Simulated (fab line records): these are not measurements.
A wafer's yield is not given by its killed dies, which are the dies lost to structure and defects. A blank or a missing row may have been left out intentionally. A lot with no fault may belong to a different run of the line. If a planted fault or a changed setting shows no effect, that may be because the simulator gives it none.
Which tool is to blame? ; flow sky130 ; 36 wafers from 12 lots sampled at 6 of the route's 708 steps

== WHAT THE GAUGES READ, wafer by wafer ==
SKY_SD_N_CD_MEAS_07: target cd 380 nm.
lot;measured;on;cdNm (nm)
L686;day 28 06:02;cdSem-02;379.9 379.8 378.2
L687;day 29 14:25;cdSem-01;378.4 379.0 380.9
L688;day 29 17:52;cdSem-01;381.5 383.2 382.0
L693;day 30 13:02;cdSem-01;382.8 383.4 381.7
L696;day 31 10:41;cdSem-01;374.2 374.9 374.1
L697;day 31 23:58;cdSem-02;380.5 380.5 381.0
L700;day 33 09:44;cdSem-02;377.3 376.7 378.5
L698;day 33 10:01;cdSem-01;384.2 381.4 382.8
L699;day 33 11:52;cdSem-02;378.4 378.6 377.6
L704;day 33 23:01;cdSem-01;376.9 376.4 376.2
L706;day 34 17:53;cdSem-01;381.5 381.5 381.6
L708;day 35 04:22;cdSem-02;380.2 379.9 380.0

SKY_SD_N_OVL_MEAS_08.
lot;measured;on;SD_N_OVL (nm)
L686;day 28 06:08;overlay-01;-2.5 -3.7 -3.3
L687;day 29 14:32;overlay-02;0.2 1.1 -1.2
L688;day 29 17:58;overlay-01;0.9 1.3 2.5
L693;day 30 13:10;overlay-02;0.7 1.4 0.0
L696;day 31 10:46;overlay-01;-0.5 0.0 0.0
L697;day 32 00:05;overlay-01;-1.3 -1.7 -1.9
L700;day 33 09:50;overlay-01;0.6 0.3 0.2
L698;day 33 10:08;overlay-02;0.6 0.5 1.0
L699;day 33 11:57;overlay-02;1.1 1.6 -0.7
L704;day 33 23:06;overlay-01;-0.2 -1.1 0.4
L706;day 34 17:59;overlay-01;-2.0 -2.5 -2.5
L708;day 35 04:29;overlay-01;-0.3 1.1 0.8

SKY_SD_N_RS_MEAS_16: the measuring method here is four-point-probe.
lot;measured;on;SD_N_RS (ohm/sq)
L686;day 28 06:53;filmMetro-03;68.58 68.50 68.45
L687;day 29 15:19;filmMetro-01;68.47 68.39 68.50
L688;day 29 18:42;filmMetro-01;68.48 68.61 68.59
L693;day 30 13:53;filmMetro-01;68.48 68.43 68.22
L696;day 31 11:31;filmMetro-02;68.38 68.48 68.50
L697;day 32 00:48;filmMetro-02;71.22 71.18 71.08
L700;day 33 10:37;filmMetro-01;68.57 68.49 68.39
L698;day 33 10:51;filmMetro-03;71.23 71.33 71.17
L699;day 33 12:42;filmMetro-01;68.36 68.39 68.22
L704;day 33 23:51;filmMetro-03;68.50 68.35 68.35
L706;day 34 18:43;filmMetro-01;68.51 68.41 68.23
L708;day 35 05:12;filmMetro-01;68.32 68.22 68.16

SKY_SD_N_RS_MEAS_17: the measuring method here is four-point-probe.
lot;measured;on;SD_P_RS (ohm/sq)
L686;day 28 07:00;filmMetro-03;146.7 146.1 146.5
L687;day 29 15:26;filmMetro-01;146.5 146.4 146.7
L688;day 29 18:49;filmMetro-01;146.6 146.5 146.6
L693;day 30 14:01;filmMetro-01;145.5 145.8 145.3
L696;day 31 11:38;filmMetro-02;145.9 146.2 146.3
L697;day 32 00:55;filmMetro-02;161.4 161.2 161.4
L700;day 33 10:44;filmMetro-01;146.4 145.5 146.3
L698;day 33 10:58;filmMetro-03;162.2 161.7 161.5
L699;day 33 12:49;filmMetro-01;146.7 146.0 146.2
L704;day 33 23:58;filmMetro-03;146.2 146.5 146.0
L706;day 34 18:50;filmMetro-01;146.4 146.4 145.9
L708;day 35 05:19;filmMetro-01;145.9 146.2 145.7

SKY_SD_N_RS_MEAS_18: the measuring method here is four-point-probe.
lot;measured;on;RES_XHIGH_RS (ohm/sq)
L686;day 28 07:07;filmMetro-03;333.2 334.2 333.0
L687;day 29 15:33;filmMetro-01;333.3 333.6 333.9
L688;day 29 18:56;filmMetro-01;332.9 333.6 332.2
L693;day 30 14:08;filmMetro-01;333.4 332.4 332.2
L696;day 31 11:46;filmMetro-02;332.7 334.2 331.9
L697;day 32 01:02;filmMetro-02;334.5 334.3 334.4
L700;day 33 10:52;filmMetro-01;334.1 333.5 335.7
L698;day 33 11:05;filmMetro-03;332.5 330.4 330.7
L699;day 33 12:56;filmMetro-01;334.9 335.8 333.2
L704;day 34 00:05;filmMetro-03;336.2 336.8 334.3
L706;day 34 18:58;filmMetro-01;332.5 333.5 332.7
L708;day 35 05:26;filmMetro-01;331.9 332.1 332.5

== TOOL THAT RAN EACH LOT (tool first, then ch and the chambers of the sampled wafers, then the start) ==
lot;SKY_SD_N_RTA_14
L686;rtpAnneal-01 ch 0, day 28 06:41
L687;rtpAnneal-02 ch 0, day 29 15:08
L688;rtpAnneal-01 ch 0, day 29 18:31
L693;rtpAnneal-02 ch 0, day 30 13:43
L696;rtpAnneal-02 ch 0, day 31 11:19
L697;rtpAnneal-02 ch 0, day 32 00:38
L700;rtpAnneal-01 ch 0, day 33 10:26
L698;rtpAnneal-02 ch 0, day 33 10:41
L699;rtpAnneal-01 ch 0, day 33 12:30
L704;rtpAnneal-01 ch 0, day 33 23:40
L706;rtpAnneal-01 ch 0, day 34 18:32
L708;rtpAnneal-01 ch 0, day 35 05:02
- SKY_SD_N_RTA_14: time 2 s.

== AS READ BY THE TOOLS THEMSELVES (means over the sampled wafers that have a number; for cases with no such wafer, the mark the record gives instead) ==
SKY_SD_N_RTA_14.
lot;tool;chamberO2Ppm;lampPowerPct (%);wafer_temp_C_max
L686;rtpAnneal-01;1.991;15.72;1078.4
L687;rtpAnneal-02;2.007;15.75;1077.8
L688;rtpAnneal-01;1.991;15.71;1078.0
L693;rtpAnneal-02;2.001;15.70;1077.6
L696;rtpAnneal-02;1.998;15.74;1077.8
L697;rtpAnneal-02;1.991;15.76;1078.7
L700;rtpAnneal-01;2.012;15.73;1076.8
L698;rtpAnneal-02;2.011;15.74;1077.5
L699;rtpAnneal-01;2.026;15.72;1078.7
L704;rtpAnneal-01;1.954;15.77;1077.2
L706;rtpAnneal-01;2.024;15.74;1077.4
L708;rtpAnneal-01;1.976;15.75;1078.2

== THE ANSWER, worked out from the rows above alone ==
Rule: what is usual is taken from the lots themselves. Put in order of their means at a reading, lots are off if they are a third of the lots or fewer, leave a main group of 4 or more, and stand apart from it by a gap of 3 or more times the standard deviation of the main group's means; of several such gaps the widest counts. A main group whose means are all the same, to the digits that the tables above print for the reading, isn't used. A lot without any number at a reading at which 4 lots or more have one is off too. The other lots that the step has rows for count as sound. After the gauges, taken in route order, come the tools' own readings; for these a lot's mean is taken, as printed above. At the first step where some lot is off, the reading lying furthest off is the one used; lots without a number count as furthest.
Off: L697, L698, at SKY_SD_N_RS_MEAS_16 (SD_N_RS). Main group: mean 68.42 ohm/sq, sd 0.09.
If a tool, at a process step before that reading, ran all the lots that are off and no sound lot after the first of them, it fits. The gauges at SKY_SD_N_RS_MEAS_16 are tried like those tools. One fits: SKY_SD_N_RTA_14 on rtpAnneal-02. Its last sound lot is L696 (day 31 11:19), its first lot that is off L697 (day 32 00:38): a fault that began between those two fits.

== WHAT WAS PUT IN BY THE SIMULATOR ==
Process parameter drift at SKY_SD_N_RTA_14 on rtpAnneal-02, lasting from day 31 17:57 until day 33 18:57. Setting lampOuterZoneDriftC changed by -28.
Lots struck among those shown: L697, L698. The rule above found the same.
